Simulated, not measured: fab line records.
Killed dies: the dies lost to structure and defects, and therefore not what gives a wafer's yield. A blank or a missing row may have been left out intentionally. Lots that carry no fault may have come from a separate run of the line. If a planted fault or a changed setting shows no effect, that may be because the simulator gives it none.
fab line records || flow gf180mcu || part 2 of 2: steps 35 to 47 of 47
record {"lots": 5, "wafers": 15, "last-day": 34}
route steps=602 shown LVPWELL@61 MVSD@66 MVPSD@78 VT_IMPLANT@90
lots that met no fault: taken from a fault-free run of the same line
start-h: start of the lot's first displayed wafer, in hours after the record's first day || wait-h: hours from the lot's prior step to this one || " same as the row above || L1.1+2: a single row standing in for several wafers || - no value, or no start was given || * or withheld: withheld || < > ~ a bound
route shown NAME@n: a module of which the file shows steps, and the number in the route of the first || usual: the fault-free wafers' mean and standard deviation || same: alike in all rows || chamber/n: place in a boat || sites: readings site by site || _std_site: standard deviation across them || _edge_site: outer sites' mean less inner sites' || radius-mm: for every site, how far away it sits from the centre of the wafer || mask NAME#n: copy n || behind: tool/chamber where the wafer was last shaped || hold: reason for holding the lot/hours on hold/outcome of the hold || device: whichever transistor did not switch (one of n, p or np) || end of line: the route-end tests of the same wafers || where a step has no rows: the recipe by itself || killed: at the first sort, the dies lost to defects and structure; wafer yield is something else || map: dies across one wafer; x = killed, . = not, _ = none there
set.NAME: the setting the step ran with; set.NAME@STEP: the setting that earlier step ran with || model.NAME: the simulator's own value behind a step, which no gauge read
a table for each step, a row for each wafer; lots at some steps of the route
services: from which hour (start-h, from the record's first day; less than 0 if before it) a tool's chamber was out of use, for how many hours, and why
## steps
# step GF_VT_IMPLANT_PEB_05
# recipe {"temp-c": "withheld", "time-s": "*", "resist": "NOVOLAK"}
{"lot.wafer": "L074.2+3+5", "tool": "litho-track-03", "chamber": 0, "start-h": "-", "wait-h": "-"}
{"lot.wafer": "L083.1+4+5", "tool": "litho-track-01", "chamber": 0, "start-h": "-", "wait-h": "-"}
{"lot.wafer": "L091.2+4+6", "tool": "litho-track-01", "chamber": 0, "start-h": "-", "wait-h": "-"}
{"lot.wafer": "L092.1+4+6", "tool": "litho-track-02", "chamber": 0, "start-h": "-", "wait-h": "-"}
{"lot.wafer": "L097.3+4+6", "tool": "litho-track-02", "chamber": 0, "start-h": "-", "wait-h": "-"}
# step GF_VT_IMPLANT_DEVELOP_06
# recipe {"develop-time-s": 60, "dev-temp-c": 23}
{"lot.wafer": "L074.2+3+5", "tool": "litho-track-03", "chamber": 0, "start-h": 108.95, "wait-h": 0.1}
{"lot.wafer": "L083.1+4+5", "tool": "litho-track-01", "chamber": 0, "start-h": 168.23, "wait-h": 0.1}
{"lot.wafer": "L091.2+4+6", "tool": "litho-track-01", "chamber": 0, "start-h": 216.55, "wait-h": 0.1}
{"lot.wafer": "L092.1+4+6", "tool": "litho-track-02", "chamber": 0, "start-h": 221.33, "wait-h": 0.1}
{"lot.wafer": "L097.3+4+6", "tool": "litho-track-02", "chamber": 0, "start-h": 251.18, "wait-h": 0.1}
# step GF_VT_IMPLANT_OVL_MEAS_07
# usual {"VT_IMPLANT_OVL": "-1.2/1.4"}
{"lot.wafer": "L074.2", "tool": "overlay-01", "chamber": "-", "start-h": 109.08, "wait-h": 0.1, "VT_IMPLANT_OVL[nm]": 0.1}
{"lot.wafer": "L074.3", "tool": "overlay-01", "chamber": "-", "start-h": 109.08, "wait-h": 0.1, "VT_IMPLANT_OVL[nm]": -1.2}
{"lot.wafer": "L074.5", "tool": "overlay-01", "chamber": "-", "start-h": 109.08, "wait-h": 0.1, "VT_IMPLANT_OVL[nm]": 0.4}
{"lot.wafer": "L083.1", "tool": "overlay-02", "chamber": "-", "start-h": 168.38, "wait-h": 0.1, "VT_IMPLANT_OVL[nm]": -2.1}
{"lot.wafer": "L083.4", "tool": "overlay-02", "chamber": "-", "start-h": 168.38, "wait-h": 0.1, "VT_IMPLANT_OVL[nm]": -1.6}
{"lot.wafer": "L083.5", "tool": "overlay-02", "chamber": "-", "start-h": 168.38, "wait-h": 0.1, "VT_IMPLANT_OVL[nm]": 0.0}
{"lot.wafer": "L091.2", "tool": "overlay-01", "chamber": "-", "start-h": 216.68, "wait-h": 0.1, "VT_IMPLANT_OVL[nm]": -2.4}
{"lot.wafer": "L091.4", "tool": "overlay-01", "chamber": "-", "start-h": 216.68, "wait-h": 0.1, "VT_IMPLANT_OVL[nm]": -3.2}
{"lot.wafer": "L091.6", "tool": "overlay-01", "chamber": "-", "start-h": 216.68, "wait-h": 0.1, "VT_IMPLANT_OVL[nm]": -0.8}
{"lot.wafer": "L092.1", "tool": "overlay-01", "chamber": "-", "start-h": 221.48, "wait-h": 0.1, "VT_IMPLANT_OVL[nm]": -2.5}
{"lot.wafer": "L092.4", "tool": "overlay-01", "chamber": "-", "start-h": 221.48, "wait-h": 0.1, "VT_IMPLANT_OVL[nm]": -2.1}
{"lot.wafer": "L092.6", "tool": "overlay-01", "chamber": "-", "start-h": 221.48, "wait-h": 0.1, "VT_IMPLANT_OVL[nm]": -4.2}
{"lot.wafer": "L097.3", "tool": "overlay-02", "chamber": "-", "start-h": 251.29, "wait-h": 0.1, "VT_IMPLANT_OVL[nm]": -1.0}
{"lot.wafer": "L097.4", "tool": "overlay-02", "chamber": "-", "start-h": 251.29, "wait-h": 0.1, "VT_IMPLANT_OVL[nm]": 0.0}
{"lot.wafer": "L097.6", "tool": "overlay-02", "chamber": "-", "start-h": 251.29, "wait-h": 0.1, "VT_IMPLANT_OVL[nm]": -1.9}
# step GF_VT_IMPLANT_IMPLANT_08
# recipe {"species": "BF2", "energy-kev": 20, "dose-cm2": 8.29e+12, "tilt-deg": 7}
{"lot.wafer": "L074.2+3+5", "tool": "implanter-03", "chamber": 0, "start-h": 109.14, "wait-h": 0.0}
{"lot.wafer": "L083.1+4+5", "tool": "implanter-04", "chamber": 0, "start-h": 168.41, "wait-h": 0.0}
{"lot.wafer": "L091.2+4+6", "tool": "implanter-04", "chamber": 0, "start-h": 216.74, "wait-h": 0.0}
{"lot.wafer": "L092.1+4+6", "tool": "implanter-02", "chamber": 0, "start-h": 221.51, "wait-h": 0.0}
{"lot.wafer": "L097.3+4+6", "tool": "implanter-02", "chamber": 0, "start-h": 251.36, "wait-h": 0.1}
# step GF_VT_IMPLANT_STRIP_09
# recipe {"chemistry": "O2/N2", "power-w": 1400, "pressure-mtorr": 1500, "platen-temp-c": 250, "o2-flow-sccm": 3000, "n2-flow-sccm": 300, "overash-fraction": 0.5}
# usual {"drypump-motor-current-A": "5.8/0.5", "heater-power-w": "323/55", "oes-product-au": "0.716/0.0044", "strip-time-to-endpoint-s": "12.613/0.029"}
{"lot.wafer": "L074.2", "tool": "plasma-asher-02", "chamber": 1, "start-h": 109.26, "wait-h": 0.1, "drypump-motor-current-A": 6.2, "heater-power-w": 410, "oes-product-au": 0.714, "rf-hours-counter-h": 49, "strip-time-to-endpoint-s": 12.632}
{"lot.wafer": "L074.3", "tool": "plasma-asher-02", "chamber": 1, "start-h": 109.26, "wait-h": 0.1, "drypump-motor-current-A": 6.2, "heater-power-w": 416, "oes-product-au": 0.710, "rf-hours-counter-h": "-", "strip-time-to-endpoint-s": 12.659}
{"lot.wafer": "L074.5", "tool": "plasma-asher-02", "chamber": 0, "start-h": 109.26, "wait-h": 0.1, "drypump-motor-current-A": 5.4, "heater-power-w": 312, "oes-product-au": 0.714, "rf-hours-counter-h": "-", "strip-time-to-endpoint-s": 12.689}
{"lot.wafer": "L083.1", "tool": "plasma-asher-01", "chamber": 1, "start-h": 168.56, "wait-h": 0.1, "drypump-motor-current-A": 6.0, "heater-power-w": 314, "oes-product-au": 0.719, "rf-hours-counter-h": 56, "strip-time-to-endpoint-s": 12.591}
{"lot.wafer": "L083.4", "tool": "plasma-asher-01", "chamber": 0, "start-h": 168.56, "wait-h": 0.1, "drypump-motor-current-A": 6.4, "heater-power-w": 238, "oes-product-au": 0.713, "rf-hours-counter-h": "-", "strip-time-to-endpoint-s": 12.624}
{"lot.wafer": "L083.5", "tool": "plasma-asher-01", "chamber": 1, "start-h": 168.56, "wait-h": 0.1, "drypump-motor-current-A": 6.0, "heater-power-w": 329, "oes-product-au": 0.715, "rf-hours-counter-h": "-", "strip-time-to-endpoint-s": 12.653}
{"lot.wafer": "L091.2", "tool": "plasma-asher-03", "chamber": 0, "start-h": 216.86, "wait-h": 0.1, "drypump-motor-current-A": 5.7, "heater-power-w": 301, "oes-product-au": 0.717, "rf-hours-counter-h": 7, "strip-time-to-endpoint-s": 12.665}
{"lot.wafer": "L091.4", "tool": "plasma-asher-03", "chamber": 1, "start-h": 216.86, "wait-h": 0.1, "drypump-motor-current-A": 4.9, "heater-power-w": 326, "oes-product-au": 0.717, "rf-hours-counter-h": "-", "strip-time-to-endpoint-s": 12.610}
{"lot.wafer": "L091.6", "tool": "plasma-asher-03", "chamber": 1, "start-h": 216.86, "wait-h": 0.1, "drypump-motor-current-A": 4.8, "heater-power-w": 329, "oes-product-au": 0.711, "rf-hours-counter-h": "-", "strip-time-to-endpoint-s": 12.640}
{"lot.wafer": "L092.1", "tool": "plasma-asher-02", "chamber": 1, "start-h": 221.66, "wait-h": 0.1, "drypump-motor-current-A": 6.3, "heater-power-w": 412, "oes-product-au": 0.719, "rf-hours-counter-h": 63, "strip-time-to-endpoint-s": 12.580}
{"lot.wafer": "L092.4", "tool": "plasma-asher-02", "chamber": 1, "start-h": 221.66, "wait-h": 0.1, "drypump-motor-current-A": 6.3, "heater-power-w": 425, "oes-product-au": 0.714, "rf-hours-counter-h": "-", "strip-time-to-endpoint-s": 12.598}
{"lot.wafer": "L092.6", "tool": "plasma-asher-02", "chamber": 1, "start-h": 221.66, "wait-h": 0.1, "drypump-motor-current-A": 6.3, "heater-power-w": 431, "oes-product-au": 0.719, "rf-hours-counter-h": "-", "strip-time-to-endpoint-s": 12.607}
{"lot.wafer": "L097.3", "tool": "plasma-asher-01", "chamber": 0, "start-h": 251.50, "wait-h": 0.1, "drypump-motor-current-A": 6.4, "heater-power-w": 244, "oes-product-au": 0.712, "rf-hours-counter-h": "-", "strip-time-to-endpoint-s": 12.620}
{"lot.wafer": "L097.4", "tool": "plasma-asher-01", "chamber": 1, "start-h": 251.50, "wait-h": 0.1, "drypump-motor-current-A": 6.0, "heater-power-w": 324, "oes-product-au": 0.711, "rf-hours-counter-h": "-", "strip-time-to-endpoint-s": 12.622}
{"lot.wafer": "L097.6", "tool": "plasma-asher-01", "chamber": 0, "start-h": 251.50, "wait-h": 0.1, "drypump-motor-current-A": 6.4, "heater-power-w": 240, "oes-product-au": 0.720, "rf-hours-counter-h": "-", "strip-time-to-endpoint-s": 12.673}
# step GF_VT_IMPLANT_TW_MEAS_10
# usual {"VT_IMPLANT_TW": "562/4.4"}
{"lot.wafer": "L074.2", "tool": "film-metro-02", "chamber": "-", "start-h": 109.37, "wait-h": 0.1, "VT_IMPLANT_TW": 565}
{"lot.wafer": "L074.3", "tool": "film-metro-02", "chamber": "-", "start-h": 109.37, "wait-h": 0.1, "VT_IMPLANT_TW": 564}
{"lot.wafer": "L074.5", "tool": "film-metro-02", "chamber": "-", "start-h": 109.37, "wait-h": 0.1, "VT_IMPLANT_TW": 564}
{"lot.wafer": "L083.1", "tool": "film-metro-02", "chamber": "-", "start-h": 168.66, "wait-h": 0.1, "VT_IMPLANT_TW": 560}
{"lot.wafer": "L083.4", "tool": "film-metro-02", "chamber": "-", "start-h": 168.66, "wait-h": 0.1, "VT_IMPLANT_TW": 560}
{"lot.wafer": "L083.5", "tool": "film-metro-02", "chamber": "-", "start-h": 168.66, "wait-h": 0.1, "VT_IMPLANT_TW": 559}
{"lot.wafer": "L091.2", "tool": "film-metro-04", "chamber": "-", "start-h": 216.97, "wait-h": 0.1, "VT_IMPLANT_TW": 559}
{"lot.wafer": "L091.4", "tool": "film-metro-04", "chamber": "-", "start-h": 216.97, "wait-h": 0.1, "VT_IMPLANT_TW": 560}
{"lot.wafer": "L091.6", "tool": "film-metro-04", "chamber": "-", "start-h": 216.97, "wait-h": 0.1, "VT_IMPLANT_TW": 561}
{"lot.wafer": "L092.1", "tool": "film-metro-04", "chamber": "-", "start-h": 221.76, "wait-h": 0.1, "VT_IMPLANT_TW": 559}
{"lot.wafer": "L092.4", "tool": "film-metro-04", "chamber": "-", "start-h": 221.76, "wait-h": 0.1, "VT_IMPLANT_TW": 559}
{"lot.wafer": "L092.6", "tool": "film-metro-04", "chamber": "-", "start-h": 221.76, "wait-h": 0.1, "VT_IMPLANT_TW": 557}
{"lot.wafer": "L097.3", "tool": "film-metro-04", "chamber": "-", "start-h": 251.58, "wait-h": 0.1, "VT_IMPLANT_TW": 560}
{"lot.wafer": "L097.4", "tool": "film-metro-04", "chamber": "-", "start-h": 251.58, "wait-h": 0.1, "VT_IMPLANT_TW": 562}
{"lot.wafer": "L097.6", "tool": "film-metro-04", "chamber": "-", "start-h": 251.58, "wait-h": 0.1, "VT_IMPLANT_TW": 562}
# step GF_VT_IMPLANT_DEHYDRATE_11
# recipe {"temp-c": 200, "time-s": 60}
{"lot.wafer": "L074.2+3+5", "tool": "litho-track-03", "chamber": 0, "start-h": 116.20, "wait-h": 6.8}
{"lot.wafer": "L083.1+4+5", "tool": "litho-track-01", "chamber": 0, "start-h": 176.17, "wait-h": 7.5}
{"lot.wafer": "L091.2+4+6", "tool": "litho-track-01", "chamber": 0, "start-h": 225.10, "wait-h": 8.1}
{"lot.wafer": "L092.1+4+6", "tool": "litho-track-03", "chamber": 0, "start-h": 229.93, "wait-h": 8.2}
{"lot.wafer": "L097.3+4+6", "tool": "litho-track-03", "chamber": 0, "start-h": 260.13, "wait-h": 8.5}
# step GF_VT_IMPLANT_HMDS_12
# recipe {"prime-time-s": 60, "prime-temp-c": 120}
# usual {"prime-temp-c": "120.01/0.13"}
{"lot.wafer": "L074.2", "tool": "litho-track-03", "chamber": 0, "start-h": 116.35, "wait-h": 0.1, "prime-temp-c": 119.92}
{"lot.wafer": "L074.3", "tool": "litho-track-03", "chamber": 0, "start-h": 116.35, "wait-h": 0.1, "prime-temp-c": 120.02}
{"lot.wafer": "L074.5", "tool": "litho-track-03", "chamber": 0, "start-h": 116.35, "wait-h": 0.1, "prime-temp-c": 119.86}
{"lot.wafer": "L083.1", "tool": "litho-track-01", "chamber": 0, "start-h": 176.32, "wait-h": 0.1, "prime-temp-c": 120.23}
{"lot.wafer": "L083.4", "tool": "litho-track-01", "chamber": 0, "start-h": 176.32, "wait-h": 0.1, "prime-temp-c": 120.02}
{"lot.wafer": "L083.5", "tool": "litho-track-01", "chamber": 0, "start-h": 176.32, "wait-h": 0.1, "prime-temp-c": 120.18}
{"lot.wafer": "L091.2", "tool": "litho-track-01", "chamber": 0, "start-h": 225.25, "wait-h": 0.1, "prime-temp-c": 119.91}
{"lot.wafer": "L091.4", "tool": "litho-track-01", "chamber": 0, "start-h": 225.25, "wait-h": 0.1, "prime-temp-c": 120.04}
{"lot.wafer": "L091.6", "tool": "litho-track-01", "chamber": 0, "start-h": 225.25, "wait-h": 0.1, "prime-temp-c": 119.92}
{"lot.wafer": "L092.1", "tool": "litho-track-03", "chamber": 0, "start-h": 230.08, "wait-h": 0.1, "prime-temp-c": 120.05}
{"lot.wafer": "L092.4", "tool": "litho-track-03", "chamber": 0, "start-h": 230.08, "wait-h": 0.1, "prime-temp-c": 119.89}
{"lot.wafer": "L092.6", "tool": "litho-track-03", "chamber": 0, "start-h": 230.08, "wait-h": 0.1, "prime-temp-c": 119.89}
{"lot.wafer": "L097.3", "tool": "litho-track-03", "chamber": 0, "start-h": 260.28, "wait-h": 0.1, "prime-temp-c": 119.98}
{"lot.wafer": "L097.4", "tool": "litho-track-03", "chamber": 0, "start-h": 260.28, "wait-h": 0.1, "prime-temp-c": 120.01}
{"lot.wafer": "L097.6", "tool": "litho-track-03", "chamber": 0, "start-h": 260.28, "wait-h": 0.1, "prime-temp-c": 119.89}
# step GF_VT_IMPLANT_COAT_13
# recipe {"resist": "NOVOLAK", "spin-rpm": 3000, "resist-thk-nm": 1000}
# usual {"spin-speed-rpm": "3000.1/2.1"}
{"lot.wafer": "L074.2", "tool": "litho-track-03", "chamber": 0, "start-h": 116.50, "wait-h": 0.1, "spin-speed-rpm": 3003.7}
{"lot.wafer": "L074.3", "tool": "litho-track-03", "chamber": 0, "start-h": 116.50, "wait-h": 0.1, "spin-speed-rpm": 3002.1}
{"lot.wafer": "L074.5", "tool": "litho-track-03", "chamber": 0, "start-h": 116.50, "wait-h": 0.1, "spin-speed-rpm": 2999.4}
{"lot.wafer": "L083.1", "tool": "litho-track-01", "chamber": 0, "start-h": 176.47, "wait-h": 0.1, "spin-speed-rpm": 3000.4}
{"lot.wafer": "L083.4", "tool": "litho-track-01", "chamber": 0, "start-h": 176.47, "wait-h": 0.1, "spin-speed-rpm": 3002.1}
{"lot.wafer": "L083.5", "tool": "litho-track-01", "chamber": 0, "start-h": 176.47, "wait-h": 0.1, "spin-speed-rpm": 2999.6}
{"lot.wafer": "L091.2", "tool": "litho-track-01", "chamber": 0, "start-h": 225.40, "wait-h": 0.1, "spin-speed-rpm": 3003.0}
{"lot.wafer": "L091.4", "tool": "litho-track-01", "chamber": 0, "start-h": 225.40, "wait-h": 0.1, "spin-speed-rpm": 3001.3}
{"lot.wafer": "L091.6", "tool": "litho-track-01", "chamber": 0, "start-h": 225.40, "wait-h": 0.1, "spin-speed-rpm": 3003.9}
{"lot.wafer": "L092.1", "tool": "litho-track-03", "chamber": 0, "start-h": 230.23, "wait-h": 0.1, "spin-speed-rpm": 2996.5}
{"lot.wafer": "L092.4", "tool": "litho-track-03", "chamber": 0, "start-h": 230.23, "wait-h": 0.1, "spin-speed-rpm": 3000.5}
{"lot.wafer": "L092.6", "tool": "litho-track-03", "chamber": 0, "start-h": 230.23, "wait-h": 0.1, "spin-speed-rpm": 2999.4}
{"lot.wafer": "L097.3", "tool": "litho-track-03", "chamber": 0, "start-h": 260.43, "wait-h": 0.1, "spin-speed-rpm": 2999.7}
{"lot.wafer": "L097.4", "tool": "litho-track-03", "chamber": 0, "start-h": 260.43, "wait-h": 0.1, "spin-speed-rpm": 3001.2}
{"lot.wafer": "L097.6", "tool": "litho-track-03", "chamber": 0, "start-h": 260.43, "wait-h": 0.1, "spin-speed-rpm": 2997.8}
# step GF_VT_IMPLANT_SOFTBAKE_14
# recipe {"temp-c": 90, "time-s": 60, "resist": "NOVOLAK"}
{"lot.wafer": "L074.2+3+5", "tool": "litho-track-03", "chamber": 0, "start-h": 116.65, "wait-h": 0.1}
{"lot.wafer": "L083.1+4+5", "tool": "litho-track-01", "chamber": 0, "start-h": 176.62, "wait-h": 0.1}
{"lot.wafer": "L091.2+4+6", "tool": "litho-track-01", "chamber": 0, "start-h": 225.55, "wait-h": 0.1}
{"lot.wafer": "L092.1+4+6", "tool": "litho-track-03", "chamber": 0, "start-h": 230.38, "wait-h": 0.1}
{"lot.wafer": "L097.3+4+6", "tool": "litho-track-03", "chamber": 0, "start-h": 260.58, "wait-h": 0.1}
# step GF_VT_IMPLANT_EXPOSE_15
# recipe {"mask-id": "Nwell_LV_AREA", "target-cd-nm": 860, "na": 0.6, "source-shape": "conventional", "sigma-outer": 0.6, "dose-mj": 140}
{"lot.wafer": "L074.2+3+5", "tool": "iline-stepper-01", "chamber": 0, "start-h": "-", "wait-h": "-", "mask": "Nwell_LV_AREA#0"}
{"lot.wafer": "L083.1+4+5", "tool": "iline-stepper-01", "chamber": 0, "start-h": "-", "wait-h": "-", "mask": "Nwell_LV_AREA#0"}
{"lot.wafer": "L091.2+4+6", "tool": "iline-stepper-01", "chamber": 0, "start-h": "-", "wait-h": "-", "mask": "Nwell_LV_AREA#0"}
{"lot.wafer": "L092.1+4+6", "tool": "iline-stepper-02", "chamber": 0, "start-h": "-", "wait-h": "-", "mask": "Nwell_LV_AREA#0"}
{"lot.wafer": "L097.3+4+6", "tool": "iline-stepper-01", "chamber": 0, "start-h": "-", "wait-h": "-", "mask": "Nwell_LV_AREA#0"}
# step GF_VT_IMPLANT_PEB_16
# recipe {"temp-c": "withheld", "time-s": "*", "resist": "NOVOLAK"}
{"lot.wafer": "L074.2+3+5", "tool": "litho-track-03", "chamber": 0, "start-h": "-", "wait-h": "-"}
{"lot.wafer": "L083.1+4+5", "tool": "litho-track-03", "chamber": 0, "start-h": "-", "wait-h": "-"}
{"lot.wafer": "L091.2+4+6", "tool": "litho-track-03", "chamber": 0, "start-h": "-", "wait-h": "-"}
{"lot.wafer": "L092.1+4+6", "tool": "litho-track-03", "chamber": 0, "start-h": "-", "wait-h": "-"}
{"lot.wafer": "L097.3+4+6", "tool": "litho-track-02", "chamber": 0, "start-h": "-", "wait-h": "-"}
# step GF_VT_IMPLANT_DEVELOP_17
# recipe {"develop-time-s": 60, "dev-temp-c": 23}
{"lot.wafer": "L074.2+3+5", "tool": "litho-track-03", "chamber": 0, "start-h": 123.95, "wait-h": 0.1}
{"lot.wafer": "L083.1+4+5", "tool": "litho-track-03", "chamber": 0, "start-h": 184.18, "wait-h": 0.1}
{"lot.wafer": "L091.2+4+6", "tool": "litho-track-03", "chamber": 0, "start-h": 234.50, "wait-h": 0.1}
{"lot.wafer": "L092.1+4+6", "tool": "litho-track-03", "chamber": 0, "start-h": 239.28, "wait-h": 0.1}
{"lot.wafer": "L097.3+4+6", "tool": "litho-track-02", "chamber": 0, "start-h": 270.03, "wait-h": 0.1}
## services
{"tool": "implanter-04", "chamber": "-", "start-h": 57.03, "hours": 0.9, "kind": "repair"}
{"tool": "iline-stepper-01", "chamber": "-", "start-h": 66.48, "hours": 6.9, "kind": "repair"}
{"tool": "iline-stepper-01", "chamber": 0, "start-h": 69.25, "hours": "-", "kind": "calibration"}
{"tool": "implanter-01", "chamber": "-", "start-h": 75.06, "hours": 1.2, "kind": "repair"}
{"tool": "implanter-03", "chamber": "-", "start-h": 91.80, "hours": 4.8, "kind": "pm"}
{"tool": "implanter-02", "chamber": "-", "start-h": 91.81, "hours": 20.1, "kind": "pm"}
{"tool": "iline-stepper-01", "chamber": "-", "start-h": 104.22, "hours": 1.7, "kind": "pm"}
{"tool": "plasma-asher-01", "chamber": "-", "start-h": 107.36, "hours": 0.8, "kind": "repair"}
{"tool": "plasma-asher-03", "chamber": "-", "start-h": 108.75, "hours": 9.0, "kind": "pm"}
{"tool": "implanter-04", "chamber": "-", "start-h": 128.21, "hours": 3.0, "kind": "repair"}
{"tool": "plasma-asher-03", "chamber": "-", "start-h": 133.77, "hours": 8.5, "kind": "repair"}
{"tool": "litho-track-02", "chamber": "-", "start-h": 134.95, "hours": "-", "kind": "consumable-replace:filter"}
{"tool": "implanter-03", "chamber": "-", "start-h": 139.91, "hours": 5.5, "kind": "pm"}
{"tool": "plasma-asher-03", "chamber": "-", "start-h": 142.05, "hours": 0.8, "kind": "repair"}
{"tool": "iline-stepper-01", "chamber": "-", "start-h": 144.29, "hours": 8.9, "kind": "pm"}
{"tool": "implanter-03", "chamber": "-", "start-h": 147.50, "hours": 2.8, "kind": "repair"}
{"tool": "plasma-asher-03", "chamber": "-", "start-h": 158.30, "hours": 28.1, "kind": "pm"}
{"tool": "plasma-asher-01", "chamber": "-", "start-h": 162.47, "hours": 5.6, "kind": "repair"}
{"tool": "implanter-04", "chamber": "-", "start-h": 181.44, "hours": 2.9, "kind": "pm"}
{"tool": "iline-stepper-02", "chamber": "-", "start-h": 202.76, "hours": 5.9, "kind": "repair"}
{"tool": "implanter-01", "chamber": "-", "start-h": 217.37, "hours": 3.2, "kind": "pm"}
{"tool": "iline-stepper-02", "chamber": "-", "start-h": 220.25, "hours": 1.7, "kind": "pm"}
{"tool": "implanter-01", "chamber": "-", "start-h": 239.25, "hours": 5.1, "kind": "pm"}
{"tool": "iline-stepper-02", "chamber": "-", "start-h": 250.93, "hours": 3.0, "kind": "repair"}
